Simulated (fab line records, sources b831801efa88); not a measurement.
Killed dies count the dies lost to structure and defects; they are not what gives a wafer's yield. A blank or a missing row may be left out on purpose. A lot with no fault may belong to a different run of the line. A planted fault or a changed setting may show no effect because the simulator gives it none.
fab line records | flow sky130 | part 1 of 2: steps 1 to 29 of 39
[record] lots = 5 wafers = 15 last_day = 51
route steps=708 shown VT_ADJUST_PCH@148 SONOS_TUNNEL@154 SONOS_ONO@168
lots untouched by any fault: they come from a run of this same line in which no faults occurred
start_h: start of the lot's first displayed wafer, in hours after the record's first day | wait_h: hours since the lot's step before | " unchanged from the row above | L1.1+2: a row that stands for several wafers | - either no value or no given start | * or withheld: withheld | < > ~ a bound
route shown NAME@n: NAME is a module with steps in the file, n the number in the route of the first one | usual: mean/standard deviation of fault-free wafers | same: alike in all rows | chamber/n: place in a boat | sites: readings site by site | _std_site: standard deviation across them | _edge_site: outer sites' mean less inner sites' | radius_mm: for every site, how far away it sits from the centre of the wafer | mask NAME#n: copy n | behind: the last tool/chamber to shape the wafer | hold: cause of the lot's hold/its duration in hours/its outcome | device: names the non-switching transistor (n, p or np) | end of line: tests run on the same wafers once the route is complete | step lacking rows: just its recipe | killed: at the first sort, the dies lost to defects and structure; wafer yield is something else | map: a wafer's dies, marking killed ones x, the rest . and places with no die _
set.NAME: the run value of the setting; set.NAME@STEP: its run value at that earlier step | model.NAME: the simulator's own value behind a step, which no gauge read
lots at some steps of the route; a table a step, a row a wafer
services: the hour from which a tool's chamber was out of use, counted from the record's first day as start_h (under 0 if before that day), plus the number of hours and why
[[steps]]
[step SKY_VT_ADJUST_PCH_PEB_05]
[recipe] temp_c = 115 time_s = withheld
// columns lot.wafer tool chamber start_h wait_h
L076.2+4+6 litho_track-04 0 - -
L081.1+3+4 litho_track-01 0 - -
L086.3+5+6 litho_track-04 0 - -
L095.2+3+4 litho_track-01 0 - -
L096.2+5+6 litho_track-01 0 - -
[step SKY_VT_ADJUST_PCH_DEVELOP_06]
[recipe] wall_angle_deg = 90 developer = TMAH develop_time_s = 60 dev_temp_c = 23
// columns lot.wafer tool chamber start_h wait_h
L076.2+4+6 litho_track-04 0 - -
L081.1+3+4 litho_track-01 0 - -
L086.3+5+6 litho_track-04 0 - -
L095.2+3+4 litho_track-01 0 - -
L096.2+5+6 litho_track-01 0 - -
[step SKY_VT_ADJUST_PCH_OVL_MEAS_07]
[usual] VT_ADJUST_PCH_OVL = 0.7/1.4
// columns lot.wafer tool chamber start_h wait_h VT_ADJUST_PCH_OVL[nm]
L076.2 overlay-02 - 257.05 - 0.6
L076.4 " - " " 0.3
L076.6 " - " " -0.4
L081.1 overlay-01 - 287.23 - 0.0
L081.3 " - " " 0.7
L081.4 " - " " 1.8
L086.3 overlay-02 - 329.96 - 1.5
L086.5 " - " " 1.7
L086.6 " - " " 0.6
L095.2 overlay-02 - 392.98 - 0.4
L095.3 " - " " 1.5
L095.4 " - " " -0.9
L096.2 overlay-02 - 400.18 - 1.3
L096.5 " - " " 2.0
L096.6 " - " " 1.8
[step SKY_VT_ADJUST_PCH_IMPLANT_08]
[recipe] species = B energy_kev = 10 dose_cm2 = 5e+11 tilt_deg = withheld
[usual] dose_ions_cm2 = 5e+11/6.3e+08
// columns lot.wafer tool chamber start_h wait_h dose_ions_cm2
L076.2 implanter-01 0 257.11 0.0 5e+11
L076.4 " 0 " " 4.989e+11
L076.6 " 0 " " 5e+11
L081.1 implanter-01 0 287.26 0.0 4.999e+11
L081.3 " 0 " " 5.004e+11
L081.4 " 0 " " 5.008e+11
L086.3 implanter-04 0 330.03 0.1 4.989e+11
L086.5 " 0 " " 4.996e+11
L086.6 " 0 " " 5.002e+11
L095.2 implanter-03 0 393.04 0.0 5.004e+11
L095.3 " 0 " " 5.006e+11
L095.4 " 0 " " 5.009e+11
L096.2 implanter-01 0 400.24 0.0 4.997e+11
L096.5 " 0 " " 4.994e+11
L096.6 " 0 " " 5.002e+11
[step SKY_VT_ADJUST_PCH_STRIP_09]
[recipe] chemistry = O2/N2 power_w = 1400 pressure_mtorr = 1500 platen_temp_c = withheld o2_flow_sccm = 3000 n2_flow_sccm = 300 overash_fraction = 0.5
[usual] drypump_motor_current_A = 5.8/0.45 oes_product_au = 0.723/0.0047 strip_time_to_endpoint_s = 36.87/0.12
// columns lot.wafer tool chamber start_h wait_h drypump_motor_current_A oes_product_au rf_hours_counter_h strip_time_to_endpoint_s
L076.2 plasma_asher-04 0 257.23 0.1 6.4 0.734 54 36.95
L076.4 " 1 " " 6.1 0.727 - 37.07
L076.6 " 0 " " 6.4 0.724 - 37.01
L081.1 plasma_asher-03 1 287.41 0.1 6.1 0.721 54 36.80
L081.3 " 0 " " 5.4 0.724 - 36.82
L081.4 " 1 " " 6.1 0.718 - 36.94
L086.3 plasma_asher-03 0 330.16 0.1 5.4 0.724 - 36.69
L086.5 " 1 " " 6.1 0.728 - 36.82
L086.6 " 0 " " 5.4 0.726 - 36.78
L095.2 plasma_asher-04 1 393.16 0.1 6.1 0.727 68 36.78
L095.3 " 0 " " 6.4 0.720 - 36.87
L095.4 " 1 " " 6.1 0.714 - 36.89
L096.2 plasma_asher-03 0 400.36 0.1 5.4 0.723 65 37.02
L096.5 " 0 " " 5.4 0.728 - 37.15
L096.6 " 1 " " 6.1 0.729 - 37.06
[step SKY_VT_ADJUST_PCH_TW_MEAS_10]
[usual] VT_ADJUST_PCH_TW = 142.8/1.2
// columns lot.wafer tool chamber start_h wait_h VT_ADJUST_PCH_TW
L076.2 film_metro-02 - 257.34 0.1 143.2
L076.4 " - " " 143.6
L076.6 " - " " 143.9
L081.1 film_metro-02 - 287.51 0.1 143.4
L081.3 " - " " 143.8
L081.4 " - " " 143.7
L086.3 film_metro-04 - 330.25 0.1 140.2
L086.5 " - " " 140.8
L086.6 " - " " 140.2
L095.2 film_metro-02 - 393.27 0.1 145.0
L095.3 " - " " 143.9
L095.4 " - " " 143.9
L096.2 film_metro-02 - 400.47 0.1 143.8
L096.5 " - " " 144.3
L096.6 " - " " 144.5
[step SKY_SONOS_TUNNEL_DEHYDRATE_00]
[recipe] temp_c = 200 time_s = 60
// columns lot.wafer tool chamber start_h wait_h
L076.2+4+6 litho_track-03 0 268.82 11.5
L081.1+3+4 litho_track-01 0 299.03 11.5
L086.3+5+6 litho_track-02 0 343.92 13.7
L095.2+3+4 litho_track-03 0 407.87 14.6
L096.2+5+6 litho_track-03 0 414.92 14.4
[step SKY_SONOS_TUNNEL_HMDS_01]
[recipe] prime_time_s = 60 prime_temp_c = 120
// columns lot.wafer tool chamber start_h wait_h
L076.2+4+6 litho_track-03 0 268.97 0.1
L081.1+3+4 litho_track-01 0 299.18 0.1
L086.3+5+6 litho_track-02 0 344.07 0.1
L095.2+3+4 litho_track-03 0 408.02 0.1
L096.2+5+6 litho_track-03 0 415.07 0.1
[step SKY_SONOS_TUNNEL_COAT_02]
[recipe] resist = NOVOLAK spin_rpm = 3000 resist_thk_nm = 1140
// columns lot.wafer tool chamber start_h wait_h
L076.2+4+6 litho_track-03 0 269.12 0.1
L081.1+3+4 litho_track-01 0 299.33 0.1
L086.3+5+6 litho_track-02 0 344.22 0.1
L095.2+3+4 litho_track-03 0 408.17 0.1
L096.2+5+6 litho_track-03 0 415.22 0.1
[step SKY_SONOS_TUNNEL_SOFTBAKE_03]
[recipe] temp_c = 90 time_s = 60 resist = NOVOLAK
// columns lot.wafer tool chamber start_h wait_h
L076.2+4+6 litho_track-03 0 269.27 0.1
L081.1+3+4 litho_track-01 0 299.48 0.1
L086.3+5+6 litho_track-02 0 344.37 0.1
L095.2+3+4 litho_track-03 0 408.32 0.1
L096.2+5+6 litho_track-03 0 415.37 0.1
[step SKY_SONOS_TUNNEL_EXPOSE_04]
[recipe] mask_id = TUNM na = 0.6 source_shape = conventional sigma_outer = 0.6 polarization = unpolarized target_cd_nm = 410 dose_mj = 136
[usual] stage_vel_mm_s = 499.96/0.25
// columns lot.wafer tool chamber start_h wait_h mask stage_vel_mm_s
L076.2 iline_stepper-01 0 - - TUNM#0 499.71
L076.4 " 0 " " TUNM#0 499.90
L076.6 " 0 " " TUNM#0 500.11
L081.1 iline_stepper-01 0 - - TUNM#0 500.14
L081.3 " 0 " " TUNM#0 500.33
L081.4 " 0 " " TUNM#0 499.93
L086.3 iline_stepper-01 0 - - TUNM#0 499.99
L086.5 " 0 " " TUNM#0 500.16
L086.6 " 0 " " TUNM#0 500.25
L095.2 iline_stepper-01 0 - - TUNM#0 500.07
L095.3 " 0 " " TUNM#0 499.67
L095.4 " 0 " " TUNM#0 499.98
L096.2 iline_stepper-02 0 - - TUNM#0 500.04
L096.5 " 0 " " TUNM#0 500.13
L096.6 " 0 " " TUNM#0 499.77
[step SKY_SONOS_TUNNEL_PEB_05]
[recipe] temp_c = withheld time_s = * resist = NOVOLAK
// columns lot.wafer tool chamber start_h wait_h
L076.2+4+6 litho_track-01 0 - -
L081.1+3+4 litho_track-02 0 - -
L086.3+5+6 litho_track-03 0 - -
L095.2+3+4 litho_track-01 0 - -
L096.2+5+6 litho_track-03 0 - -
[step SKY_SONOS_TUNNEL_DEVELOP_06]
[recipe] resist = NOVOLAK developer = TMAH develop_time_s = 60 dev_temp_c = 23
// columns lot.wafer tool chamber start_h wait_h
L076.2+4+6 litho_track-01 0 281.95 0.1
L081.1+3+4 litho_track-02 0 312.32 0.1
L086.3+5+6 litho_track-03 0 357.99 0.1
L095.2+3+4 litho_track-01 0 422.65 0.1
L096.2+5+6 litho_track-03 0 430.36 0.1
[step SKY_SONOS_TUNNEL_CD_MEAS_07]
[recipe] target_cd_nm = 410
[usual] cd_nm = 410.4/2.2
// columns lot.wafer tool chamber start_h wait_h cd_nm
L076.2 cd_sem-01 - 282.10 0.1 410.5
L076.4 " - " " 410.5
L076.6 " - " " 412.4
L081.1 cd_sem-02 - 312.47 0.1 407.6
L081.3 " - " " 407.8
L081.4 " - " " 410.1
L086.3 cd_sem-02 - 358.13 0.1 411.2
L086.5 " - " " 409.3
L086.6 " - " " 410.5
L095.2 cd_sem-01 - 422.80 0.1 413.5
L095.3 " - " " 409.4
L095.4 " - " " 409.2
L096.2 cd_sem-02 - 430.51 0.1 413.9
L096.5 " - " " 412.5
L096.6 " - " " 412.0
[step SKY_SONOS_TUNNEL_OVL_MEAS_08]
[usual] SONOS_TUNNEL_OVL = -1.0/1.2
// columns lot.wafer tool chamber start_h wait_h SONOS_TUNNEL_OVL[nm]
L076.2 overlay-02 - 282.20 0.1 0.3
L076.4 " - " " 0.7
L076.6 " - " " 0.5
L081.1 overlay-02 - 312.59 0.1 1.4
L081.3 " - " " 0.4
L081.4 " - " " 0.5
L086.3 overlay-02 - 358.22 0.1 1.3
L086.5 " - " " 0.6
L086.6 " - " " 1.8
L095.2 overlay-02 - 422.90 0.1 -0.5
L095.3 " - " " 0.8
L095.4 " - " " 0.0
L096.2 overlay-02 - 430.62 0.1 -1.6
L096.5 " - " " -1.2
L096.6 " - " " -2.6
[step SKY_SONOS_TUNNEL_IMPLANT_09]
[recipe] species = B energy_kev = 20 dose_cm2 = 1e+12 tilt_deg = withheld
[usual] dose_ions_cm2 = 9.998e+11/1.2e+09
// columns lot.wafer tool chamber start_h wait_h dose_ions_cm2
L076.2 implanter-04 0 282.26 0.0 9.991e+11
L076.4 " 0 " " 9.973e+11
L076.6 " 0 " " 9.981e+11
L081.1 implanter-02 0 312.62 0.0 1.0014e+12
L081.3 " 0 " " 1.0004e+12
L081.4 " 0 " " 1.0011e+12
L086.3 implanter-02 0 358.30 0.1 1.002e+12
L086.5 " 0 " " 1.0015e+12
L086.6 " 0 " " 1.0025e+12
L095.2 implanter-04 0 422.96 0.0 1.0006e+12
L095.3 " 0 " " 1.002e+12
L095.4 " 0 " " 9.968e+11
L096.2 implanter-01 0 430.67 0.0 1.0019e+12
L096.5 " 0 " " 1.0014e+12
L096.6 " 0 " " 9.988e+11
[step SKY_SONOS_TUNNEL_WET_ETCH_10]
[recipe] chemistry = dHF target_depth_nm = 14 target = SiO2 dilution = 100:1 temp_c = 25 time_s = 280
[usual] bath_heat_duty_pct = 6.2/0.62
// columns lot.wafer tool chamber start_h wait_h bath_heat_duty_pct
L076.2 wet_bench-02 3 282.38 0.1 7.1
L076.4 " 3 " " 7.0
L076.6 " 3 " " 5.8
L081.1 wet_bench-04 3 312.77 0.1 6.6
L081.3 " 3 " " 6.4
L081.4 " 3 " " 5.8
L086.3 wet_bench-03 2 358.40 0.1 6.3
L086.5 " 2 " " 6.2
L086.6 " 2 " " 5.0
L095.2 wet_bench-04 3 423.08 0.1 5.8
L095.3 " 3 " " 6.3
L095.4 " 3 " " 5.9
L096.2 wet_bench-02 0 430.80 0.1 5.9
L096.5 " 0 " " 7.7
L096.6 " 0 " " 6.4
[step SKY_SONOS_TUNNEL_STRIP_11]
[recipe] chemistry = SPM time_s = 600 temp_c = 130
[usual] bath_heat_duty_pct = 14.7/1.2
// columns lot.wafer tool chamber start_h wait_h bath_heat_duty_pct
L076.2 wet_bench-04 3 282.47 0.0 14.2
L076.4 " 3 " " 13.6
L076.6 " 3 " " 14.4
L081.1 wet_bench-04 0 312.87 0.0 14.9
L081.3 " 0 " " 14.2
L081.4 " 0 " " 14.3
L086.3 wet_bench-03 0 358.48 0.0 15.0
L086.5 " 0 " " 16.4
L086.6 " 0 " " 15.7
L095.2 wet_bench-03 3 423.18 0.0 14.6
L095.3 " 3 " " 15.9
L095.4 " 3 " " 16.0
L096.2 wet_bench-03 2 430.88 0.0 14.1
L096.5 " 2 " " 14.0
L096.6 " 2 " " 12.5
[step SKY_SONOS_TUNNEL_TW_MEAS_12]
[usual] SONOS_TUNNEL_TW = 197.5/1.5
// columns lot.wafer tool chamber start_h wait_h SONOS_TUNNEL_TW
L076.2 film_metro-03 - 282.65 0.0 199.0
L076.4 " - " " 198.0
L076.6 " - " " 199.0
L081.1 film_metro-04 - 313.06 0.0 195.9
L081.3 " - " " 195.1
L081.4 " - " " 195.5
L086.3 film_metro-03 - 358.68 0.0 197.6
L086.5 " - " " 198.3
L086.6 " - " " 198.0
L095.2 film_metro-02 - 423.36 0.0 198.1
L095.3 " - " " 198.3
L095.4 " - " " 198.2
L096.2 film_metro-03 - 431.07 0.0 197.5
L096.5 " - " " 198.1
L096.6 " - " " 198.8
[step SKY_SONOS_TUNNEL_CLEAN_13]
[recipe] chemistry = dHF time_s = 20 dilution = 100:1 dry = ipa_marangoni
// columns lot.wafer tool chamber start_h wait_h
L076.2+4+6 wet_bench-02 2 282.70 0.0
L081.1+3+4 wet_bench-04 2 313.12 0.1
L086.3+5+6 wet_bench-04 0 358.72 0.0
L095.2+3+4 wet_bench-04 1 423.41 0.0
L096.2+5+6 wet_bench-04 3 431.12 0.0
[step SKY_SONOS_ONO_OXIDATION_00]
[recipe] temp_c = 800 ambient = O2 idle_temp_c = 700 ramp_up_c_per_min = 10 ramp_down_c_per_min = 3 stabilise_s = 600 purge_s = 300 target_thk_a = 26 ox_time_s = 1249
[usual] zone_power_bottom_pct = 22.86/0.23 zone_power_centre_pct = 13.6/0.38 zone_power_top_pct = 28/3.3
// columns lot.wafer tool chamber start_h wait_h zone_power_bottom_pct zone_power_centre_pct zone_power_top_pct
L076.2 furnace-01 0 282.72 0.0 23.04 14.1 30
L076.4 " 0 " " 23.43 13.9 30
L076.6 " 0 " " 22.75 13.9 30
L081.1 furnace-01 0 313.13 0.0 23.24 13.8 30
L081.3 " 0 " " 23.02 13.8 30
L081.4 " 0 " " 22.93 13.8 30
L086.3 furnace-02 0 359.57 0.8 22.63 12.8 23
L086.5 " 0 " " 22.35 13.3 23
L086.6 " 0 " " 22.73 13.1 23
L095.2 furnace-02 0 425.47 2.0 23.26 13.0 23
L095.3 " 0 " " 22.47 13.0 23
L095.4 " 0 " " 22.71 12.9 23
L096.2 furnace-01 0 431.98 0.8 22.77 13.9 30
L096.5 " 0 " " 22.99 13.8 30
L096.6 " 0 " " 22.58 13.9 30
[step SKY_SONOS_ONO_THK_MEAS_01]
[recipe] reads = SiO2_of_SONOS_ONO_OXIDATION_00
[usual] SONOS_ONO_OXIDATION_THK = 2.59/0.065
// columns lot.wafer tool chamber start_h wait_h SONOS_ONO_OXIDATION_THK[nm]
L076.2 film_metro-04 - 284.07 0.0 2.64
L076.4 " - " " 2.55
L076.6 " - " " 2.73
L081.1 film_metro-01 - 314.48 0.0 2.45
L081.3 " - " " 2.52
L081.4 " - " " 2.47
L086.3 film_metro-03 - 360.94 0.0 2.59
L086.5 " - " " 2.55
L086.6 " - " " 2.56
L095.2 film_metro-03 - 426.83 0.0 2.61
L095.3 " - " " 2.65
L095.4 " - " " 2.60
L096.2 film_metro-01 - 433.34 0.0 2.57
L096.5 " - " " 2.52
L096.6 " - " " 2.61
[step SKY_SONOS_ONO_CVD_02]
[recipe] material = Si3N4 precursor = DCS/NH3 target_thk_nm = 10.5 temp_c = 770 time_s = 180 pressure_mtorr = 250
[usual] susceptor_temp_C = 770.0/0.33 zone_power_bottom_pct = 18.0/0.47 zone_power_centre_pct = 15.0/0.6 zone_power_top_pct = 29.5/2.9
// columns lot.wafer tool chamber start_h wait_h susceptor_temp_C zone_power_bottom_pct zone_power_centre_pct zone_power_top_pct
L076.2 lpcvd-02 1 291.91 7.8 769.6 18.7 15.6 31.8
L076.4 " 1 " " 770.0 18.7 15.4 31.7
L076.6 " 1 " " 770.2 18.4 15.6 31.6
L081.1 lpcvd-02 1 315.23 0.7 770.1 18.3 15.6 31.8
L081.3 " 1 " " 770.7 18.1 15.5 31.6
L081.4 " 1 " " 769.9 18.4 15.6 32.3
L086.3 lpcvd-02 0 361.29 0.3 769.9 17.7 14.1 25.6
L086.5 " 0 " " 769.8 17.5 14.5 25.9
L086.6 " 0 " " 769.8 17.5 14.4 25.7
L095.2 lpcvd-02 1 428.93 2.1 769.1 18.5 15.5 31.8
L095.3 " 1 " " 770.0 18.4 15.6 32.2
L095.4 " 1 " " 769.9 18.1 15.4 31.5
L096.2 lpcvd-02 0 434.91 1.6 769.8 17.5 14.3 25.9
L096.5 " 0 " " 769.6 17.3 14.1 25.6
L096.6 " 0 " " 770.5 17.1 14.2 25.7
[step SKY_SONOS_ONO_THK_MEAS_03]
[recipe] reads = Si3N4_of_SONOS_ONO_CVD_02
[usual] SONOS_ONO_CVD_02_THK = 10.55/0.14
// columns lot.wafer tool chamber start_h wait_h SONOS_ONO_CVD_02_THK[nm]
L076.2 film_metro-03 - 292.97 0.0 10.74
L076.4 " - " " 10.70
L076.6 " - " " 10.75
L081.1 film_metro-03 - 316.28 0.0 10.47
L081.3 " - " " 10.50
L081.4 " - " " 10.51
L086.3 film_metro-04 - 362.36 0.0 10.47
L086.5 " - " " 10.55
L086.6 " - " " 10.54
L095.2 film_metro-01 - 429.99 0.0 10.74
L095.3 " - " " 10.78
L095.4 " - " " 10.79
L096.2 film_metro-04 - 435.97 0.0 10.84
L096.5 " - " " 10.72
L096.6 " - " " 10.69
[step SKY_SONOS_ONO_CVD_04]
[recipe] material = SiO2 precursor = SiH4/N2O target_thk_nm = 5.7199 temp_c = 900 pressure_mtorr = 400
[usual] susceptor_temp_C = 899.9/0.36 zone_power_bottom_pct = 24.0/0.57 zone_power_centre_pct = 17.4/0.63 zone_power_top_pct = 30.7/2.7
// columns lot.wafer tool chamber start_h wait_h susceptor_temp_C zone_power_bottom_pct zone_power_centre_pct zone_power_top_pct
L076.2 lpcvd-03 1 293.02 0.0 899.9 23.6 16.7 27.7
L076.4 " 1 " " 900.0 23.9 16.9 27.9
L076.6 " 1 " " 900.1 23.8 16.8 27.4
L081.1 lpcvd-03 1 316.34 0.1 900.5 23.5 16.6 27.6
L081.3 " 1 " " 900.5 23.4 16.6 27.7
L081.4 " 1 " " 900.0 23.6 16.6 27.9
L086.3 lpcvd-03 1 362.40 0.0 899.7 23.5 16.8 27.6
L086.5 " 1 " " 899.8 23.2 17.0 27.4
L086.6 " 1 " " 899.9 23.3 16.6 27.7
L095.2 lpcvd-03 0 430.04 0.0 899.6 24.5 17.7 33.6
L095.3 " 0 " " 899.7 24.1 17.6 33.8
L095.4 " 0 " " 899.6 24.4 17.7 33.1
L096.2 lpcvd-03 1 436.02 0.0 899.6 23.6 16.8 27.4
L096.5 " 1 " " 899.4 23.4 16.7 27.8
L096.6 " 1 " " 900.1 23.3 16.6 27.8
[step SKY_SONOS_ONO_THK_MEAS_05]
[recipe] reads = SiO2_of_SONOS_ONO_CVD_04
[usual] SONOS_ONO_CVD_04_THK = 5.70/0.095
// columns lot.wafer tool chamber start_h wait_h SONOS_ONO_CVD_04_THK[nm]
L076.2 film_metro-04 - 294.28 0.0 5.93
L076.4 " - " " 5.91
L076.6 " - " " 5.93
L081.1 film_metro-01 - 317.59 0.0 5.88
L081.3 " - " " 5.71
L081.4 " - " " 5.65
L086.3 film_metro-04 - 363.67 0.0 5.59
L086.5 " - " " 5.56
L086.6 " - " " 5.65
L095.2 film_metro-04 - 431.30 0.0 5.64
L095.3 " - " " 5.60
L095.4 " - " " 5.63
L096.2 film_metro-03 - 437.28 0.0 5.63
L096.5 " - " " 5.64
L096.6 " - " " 5.70
[step SKY_SONOS_ONO_DEHYDRATE_06]
[recipe] temp_c = 200 time_s = 60
// columns lot.wafer tool chamber start_h wait_h
L076.2+4+6 litho_track-03 0 306.82 12.5
L081.1+3+4 litho_track-03 0 329.89 12.3
L086.3+5+6 litho_track-04 0 377.09 13.4
L095.2+3+4 litho_track-02 0 445.94 14.6
L096.2+5+6 litho_track-04 0 452.12 14.8
[step SKY_SONOS_ONO_HMDS_07]
[recipe] prime_time_s = 60 prime_temp_c = 120
// columns lot.wafer tool chamber start_h wait_h
L076.2+4+6 litho_track-03 0 306.97 0.1
L081.1+3+4 litho_track-03 0 330.04 0.1
L086.3+5+6 litho_track-04 0 377.24 0.1
L095.2+3+4 litho_track-02 0 446.09 0.1
L096.2+5+6 litho_track-04 0 452.27 0.1
[step SKY_SONOS_ONO_COAT_08]
[recipe] resist = NOVOLAK spin_rpm = 3000 resist_thk_nm = 1140
// columns lot.wafer tool chamber start_h wait_h
L076.2+4+6 litho_track-03 0 307.12 0.1
L081.1+3+4 litho_track-03 0 330.19 0.1
L086.3+5+6 litho_track-04 0 377.39 0.1
L095.2+3+4 litho_track-02 0 446.24 0.1
L096.2+5+6 litho_track-04 0 452.42 0.1
